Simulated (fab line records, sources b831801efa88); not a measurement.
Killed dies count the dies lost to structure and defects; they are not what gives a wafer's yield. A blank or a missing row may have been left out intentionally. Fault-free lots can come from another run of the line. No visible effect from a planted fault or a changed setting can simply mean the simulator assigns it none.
Which of the tools did it? + flow gf180mcu + Sampling: 14 lots, 42 wafers, 5 of 602 route steps

WHAT EACH GAUGE READ, for each wafer
GF_DUAL_GATE_OVL_MEAS_11. Usual: DUAL_GATE_OVL gives 0.1 nm (standard deviation 1.4).
| lot  | measured     | on         | DUAL_GATE_OVL (nm) | flag |
|------|--------------|------------|--------------------|------|
| L637 | day 8 06:04  | overlay-01 | -0.4 -1.1 0.0      |      |
| L638 | day 8 13:40  | overlay-01 | 0.2 -3.8 0.9       |      |
| L641 | day 9 11:04  | overlay-02 | 0.7 -0.6 -1.5      |      |
| L644 | day 10 05:03 | overlay-02 | -1.0 -1.2 1.5      |      |
| L645 | day 10 13:29 | overlay-01 | 1.1 1.4 0.3        |      |
| L646 | day 10 22:07 | overlay-01 | 0.9 0.2 -0.5       |      |
| L650 | day 12 01:39 | overlay-01 | 0.6 0.5 -0.5       |      |
| L652 | day 12 18:56 | overlay-01 | 0.6 2.7 0.5        |      |
| L653 | day 13 02:46 | overlay-01 | 2.1 2.3 1.0        |      |
| L654 | day 13 07:19 | overlay-01 | 0.9 -0.1 -0.2      |      |
| L655 | day 13 11:58 | overlay-02 | -0.7 -0.2 -0.2     |      |
| L657 | day 14 07:14 | overlay-01 | -0.9 -1.6 -1.7     |      |
| L659 | day 14 15:40 | overlay-02 | 0.3 -2.3 -0.2      |      |
| L660 | day 14 23:15 | overlay-01 | 1.6 0.6 0.9        |      |

GF_PSD_CD_MEAS_07: the cd target is 400 nm. Usual: 400.4 nm for cd nm, sd 2.
| lot  | measured     | on        | cd nm (nm)                          | flag |
|------|--------------|-----------|-------------------------------------|------|
| L637 | day 14 00:08 | cd sem-01 | 400.5 401.7 401.0                   |      |
| L638 | day 14 12:18 | cd sem-02 | 398.1 396.6 398.8                   |      |
| L641 | day 15 14:10 | cd sem-02 | 398.7 400.4 401.2                   |      |
| L644 | day 16 14:52 | cd sem-01 | 402.4 400.5 400.2                   |      |
| L645 | day 16 22:44 | cd sem-01 | 393.5 393.0 389.4 393.6 392.9 389.6 | OFF  |
| L646 | day 17 10:07 | cd sem-01 | 390.4 389.1 387.9 390.4 388.9 387.9 | OFF  |
| L650 | day 18 19:22 | cd sem-02 | 402.1 400.4 401.5                   |      |
| L652 | day 19 19:14 | cd sem-01 | 400.5 401.5 402.9                   |      |
| L653 | day 20 01:43 | cd sem-01 | 400.8 399.7 399.1                   |      |
| L654 | day 20 08:54 | cd sem-02 | 399.5 400.6 401.1                   |      |
| L655 | day 20 12:00 | cd sem-02 | 401.3 401.4 400.3                   |      |
| L657 | day 21 08:40 | cd sem-02 | 400.9 398.2 399.0                   |      |
| L659 | day 21 22:29 | cd sem-01 | 400.3 397.7 399.4                   |      |
| L660 | day 22 06:51 | cd sem-01 | 401.0 400.6 402.1                   |      |

GF_M1_OVL_MEAS_15. Usual: M1_OVL gives -4 nm (standard deviation 5.6).
| lot  | measured     | on         | M1_OVL (nm) | flag |
|------|--------------|------------|-------------|------|
| L637 | day 16 20:35 | overlay-02 | -13 -6 -9   |      |
| L638 | day 17 09:29 | overlay-01 | -10 7 -2    |      |
| L641 | day 18 15:11 | overlay-02 | -6 -10 0    |      |
| L644 | day 19 18:14 | overlay-01 | -6 -3 -3    |      |
| L645 | day 20 00:01 | overlay-02 | -7 -3 -6    |      |
| L646 | day 20 11:55 | overlay-01 | -10 -4 4    |      |
| L650 | day 21 22:48 | overlay-02 | -16 -11 -12 |      |
| L652 | day 22 21:51 | overlay-01 | 3 -9 -2     |      |
| L653 | day 23 05:28 | overlay-01 | -6 -7 -8    |      |
| L654 | day 23 10:55 | overlay-02 | -4 5 0      |      |
| L655 | day 23 13:31 | overlay-02 | -14 -7 1    |      |
| L657 | day 24 08:52 | overlay-02 | -6 -4 -2    |      |
| L659 | day 24 22:47 | overlay-02 | -9 -4 -15   |      |
| L660 | day 25 06:32 | overlay-02 | 4 1 2       |      |

WHICH TOOL RAN EACH LOT (tool, then ch and the chambers of the sampled wafers, then the start)
| lot  | GF_PSD_DEVELOP_06                 | GF_CONTACT_CMP_27             |
|------|-----------------------------------|-------------------------------|
| L637 | litho track-03 ch 0, day 13 23:59 | cmp-02 ch 0,3, day 15 21:55   |
| L638 | litho track-02 ch 0, day 14 12:10 | cmp-02 ch 1,2,3, day 16 10:23 |
| L641 | litho track-03 ch 0, day 15 14:01 | cmp-02 ch 0,2,3, day 17 15:12 |
| L644 | litho track-02 ch 0, day 16 14:43 | cmp-02 ch 0,1, day 18 17:11   |
| L645 | litho track-03 ch 0, day 16 22:35 | cmp-01 ch 0,1,3, day 18 23:35 |
| L646 | litho track-03 ch 0, day 17 09:58 | cmp-02 ch 0,1,3, day 19 12:12 |
| L650 | litho track-04 ch 0, day 18 19:13 | cmp-01 ch 0,1,2, day 20 22:24 |
| L652 | litho track-03 ch 0, day 19 19:05 | cmp-01 ch 0,2, day 21 22:25   |
| L653 | litho track-03 ch 0, day 20 01:34 | cmp-02 ch 1,3, day 22 05:34   |
| L654 | litho track-04 ch 0, day 20 08:45 | cmp-02 ch 0,2,3, day 22 11:41 |
| L655 | litho track-04 ch 0, day 20 11:51 | cmp-01 ch 1,2,3, day 22 14:09 |
| L657 | litho track-02 ch 0, day 21 08:31 | cmp-02 ch 1,3, day 23 09:53   |
| L659 | litho track-02 ch 0, day 21 22:20 | cmp-01 ch 0,1,3, day 23 23:45 |
| L660 | litho track-04 ch 0, day 22 06:42 | cmp-01 ch 1,3, day 24 07:51   |
- GF_PSD_DEVELOP_06: develop time 60 s.
- GF_CONTACT_CMP_27: polishes, stops on SiO2, t overpolish 15 s, target thk 0 nm.

AS READ BY THE TOOLS THEMSELVES (means over the sampled wafers that have a number; for cases with no such wafer, the mark the record gives instead)
GF_PSD_DEVELOP_06. Usual: 22.99 C for developer temp C, sd 0.097.
| lot  | tool           | developer temp C (C) | flag |
|------|----------------|----------------------|------|
| L637 | litho track-03 | 23.06                |      |
| L638 | litho track-02 | 22.96                |      |
| L641 | litho track-03 | 22.93                |      |
| L644 | litho track-02 | 22.91                |      |
| L645 | litho track-03 | 25.49                | OFF  |
| L646 | litho track-03 | 25.29                | OFF  |
| L650 | litho track-04 | 22.96                |      |
| L652 | litho track-03 | 22.91                |      |
| L653 | litho track-03 | 22.98                |      |
| L654 | litho track-04 | 23.05                |      |
| L655 | litho track-04 | 23.03                |      |
| L657 | litho track-02 | 23.03                |      |
| L659 | litho track-02 | 22.83                |      |
| L660 | litho track-04 | 23.03                |      |

GF_CONTACT_CMP_27. Usual: motor current A 11.4 A, standard deviation 1.1; overpolish run s 15.000 s, standard deviation 0.0089; time to endpoint s 71 s, standard deviation 4.2.
| lot  | tool   | motor current A (A) | overpolish run s (s) | time to endpoint s (s) | flag |
|------|--------|---------------------|----------------------|------------------------|------|
| L637 | cmp-02 | 12.0                | 15.007               | 69                     |      |
| L638 | cmp-02 | 11.6                | 15.002               | 71                     |      |
| L641 | cmp-02 | 11.4                | 15.002               | 70                     |      |
| L644 | cmp-02 | 10.9                | 14.997               | 69                     |      |
| L645 | cmp-01 | 10.8                | 14.993               | 73                     |      |
| L646 | cmp-02 | 11.3                | 15.010               | 70                     |      |
| L650 | cmp-01 | 10.9                | 14.998               | 76                     |      |
| L652 | cmp-01 | 12.3                | 15.000               | 73                     |      |
| L653 | cmp-02 | 11.4                | 14.994               | 71                     |      |
| L654 | cmp-02 | 11.5                | 15.005               | 68                     |      |
| L655 | cmp-01 | 10.9                | 15.004               | 73                     |      |
| L657 | cmp-02 | 12.6                | 15.002               | 71                     |      |
| L659 | cmp-01 | 10.9                | 15.001               | 72                     |      |
| L660 | cmp-01 | 10.6                | 14.995               | 70                     |      |

THE ANSWER, worked out from the rows above alone
Rule: a lot counts as off when the mean over its wafers that have a number is more than 3 standard deviations away from the usual mean. A lot without any number at a reading at which 4 lots or more have one is off too. Where the step has rows for the other lots, those lots are counted as sound. First the gauges in route order, then the tools' own readings, where a lot's mean is used as printed above. At the first step where some lot is off, the reading lying furthest off is the one used; lots without a number count as furthest.
Off: L645, L646 (GF_PSD_CD_MEAS_07, cd nm).
A tool fits if, at a process step before that reading, it ran every lot that is off, and no sound lot after the first of them. The gauges at GF_PSD_CD_MEAS_07 aren't tried: what is off there is off at GF_PSD_DEVELOP_06 too, on other tools, and a gauge's error can't cause that. No candidate that was tried fits.

WHAT HAD BEEN PUT IN BY THE SIMULATOR
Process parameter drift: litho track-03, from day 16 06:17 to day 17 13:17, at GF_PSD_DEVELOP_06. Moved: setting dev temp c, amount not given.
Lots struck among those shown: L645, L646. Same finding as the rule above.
